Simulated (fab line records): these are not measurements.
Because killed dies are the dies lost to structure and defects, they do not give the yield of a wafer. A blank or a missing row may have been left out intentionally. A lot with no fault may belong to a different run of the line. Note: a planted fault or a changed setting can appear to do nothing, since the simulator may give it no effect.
Problem report in the 8D (eight disciplines) form, filled by code -- flow sky130 -- the parts of the form that need people (team, actions taken, sign-off) are left out

== 1. THE ISSUE ==
Mean METAL2_ALCU_RS at SKY_METAL2_RS_MEAS_05: 0.4097 ohm/sq over 6 wafers in 2 lots; fault-free wafers: 0.1262 ohm/sq, standard deviation 0.0014. So: +99 or more standard deviations from the usual mean.
The step: measures by four-point-probe.
First seen on wafer L632.1, day 39 01:07, on film_metro-02. At this step, 39 wafers from 13 lots have a number in the record. By rule, "out" or "out of limits" means more than 4 standard deviations away from the usual mean. The rest of the wafers with a number are treated as sound.

== 2. WHAT IT IS AND WHAT IT IS NOT ==
question,is,is not
which readings at this step,METAL2_ALCU_RS,-
which lots,"L632, L635","L617, L618, L619, L620, L621, L622, L623, L624, L625, L626, L627"
which wafers of those lots,all that have a number,-
read on which gauges,"film_metro-01, film_metro-02",film_metro-03
when,from day 39 01:07,up to then (33 sound wafers)

== 3. WHAT RULES OUT EACH SUSPECT ==
Counting: a tool stays on the suspect list if, at a process step up to the reading, it processed all lots that are out and no sound lot following the first of them.
- the gauge at SKY_METAL2_RS_MEAS_05 has been ruled out. Those wafers that are out were read across 2 gauges (film_metro-01, film_metro-02).
- pvd_sputter-04 at SKY_METAL2_SPUTTER_00 (material Ti, target thk 15 nm, time 10 s): kept. It ran every lot that is out, first L632 (day 39 00:58), and no sound lot after that; its last sound lot up to then is L627 (day 37 18:54).
- pvd_sputter-04 at SKY_METAL2_SPUTTER_02 (material AlCu, target thk 250 nm, time 13.3 s): kept. It ran every lot that is out, first L632 (day 39 01:01), and no sound lot after that; its last sound lot up to then is L627 (day 37 18:56).
- pvd_sputter-04 at SKY_METAL2_SPUTTER_03 (material Ti, target thk 5 nm, time 3.3 s): kept. It ran every lot that is out, first L632 (day 39 01:02), and no sound lot after that; its last sound lot up to then is L627 (day 37 18:58).
Still standing after the count: pvd_sputter-04 at SKY_METAL2_SPUTTER_00, pvd_sputter-04 at SKY_METAL2_SPUTTER_02, pvd_sputter-04 at SKY_METAL2_SPUTTER_03.

== 4. THE CAUSE (what the simulator had put in) ==
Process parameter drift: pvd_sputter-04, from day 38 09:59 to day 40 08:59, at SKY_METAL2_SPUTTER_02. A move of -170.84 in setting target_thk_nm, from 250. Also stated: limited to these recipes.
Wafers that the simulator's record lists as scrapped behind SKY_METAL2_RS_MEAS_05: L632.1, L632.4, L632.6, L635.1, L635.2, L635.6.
Counting leaves 3 suspects; this tool is one of them.

== 5. THE CHAIN OF EFFECTS, in route order ==
One row per reading whose mean, taken over the struck wafers that have a number, lies over 3 standard deviations from the usual. Scope: only readings with a usual standard deviation given in the record; hours: median across lots of the time from each lot's start at the first step in this table that gives one to its start at this step; sigmas: change in usual standard deviations.
hours,step,reading,usual,on struck wafers,change,sigmas
0,SKY_METAL2_RS_MEAS_05,METAL2_ALCU_RS,0.1262 ohm/sq,0.4097,+0.2834,+99 or more

== 6. WHAT WOULD HAVE CAUGHT IT SOONER ==
In this record the first reading out of limits at a measuring or inspecting step was taken at day 39 01:07, 15 hours after the fault began at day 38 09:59.
Of the tool readings at SKY_METAL2_SPUTTER_02 for which the record gives a usual standard deviation, none was out on any struck wafer, so an alarm limit of 4 standard deviations on them would not have fired.
Of the lots that are out (2), L635 began SKY_METAL2_SPUTTER_02 on pvd_sputter-04 after day 39 01:07. A tool hold placed at that time would have kept it from harm.
